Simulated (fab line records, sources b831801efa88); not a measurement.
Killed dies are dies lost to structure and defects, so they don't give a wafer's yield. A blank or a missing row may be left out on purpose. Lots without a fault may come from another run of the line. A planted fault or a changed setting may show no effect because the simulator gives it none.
Which tool did it? | flow sky130 | 7 lots, 21 wafers sampled, at 1 step of a route of 708

WHAT THE GAUGES READ, wafer by wafer
SKY_FIELD_ISO_BOW_MEAS_00.
lot  | measured    | on            | INCOMING_BOW (um)
L505 | day 2 01:00 | film_metro-01 | 5 -6 5
L509 | day 2 21:01 | film_metro-02 | 6 -11 -6
L513 | day 3 17:01 | film_metro-04 | 12 -2 -2
L518 | day 4 18:00 | film_metro-01 | -7 10 0
L521 | day 5 09:00 | film_metro-01 | 8 6 2
L523 | day 5 19:00 | film_metro-02 | -6 -9 -3
L525 | day 6 05:02 | film_metro-04 | -5 -3 -2

WHICH TOOL RAN EACH LOT (tool, then ch and the chambers of the sampled wafers, then the start)
The record holds no process step before these readings.

THE ANSWER, worked out from the rows above alone
Rule: what is usual is taken from the lots themselves. Put in order of their means at a reading, lots are off if they are a third of the lots or fewer, leave a main group of 4 or more, and stand apart from it by a gap of 3 or more times the standard deviation of the main group's means; of several such gaps the widest counts. A main group whose means are all the same, to the digits that the tables above print for the reading, isn't used. A lot without any number at a reading at which 4 lots or more have one is off too. The other lots that the step has rows for count as sound.
No lot is off at any reading shown: from this, nothing can be told.

WHAT THE SIMULATOR HAD PUT IN
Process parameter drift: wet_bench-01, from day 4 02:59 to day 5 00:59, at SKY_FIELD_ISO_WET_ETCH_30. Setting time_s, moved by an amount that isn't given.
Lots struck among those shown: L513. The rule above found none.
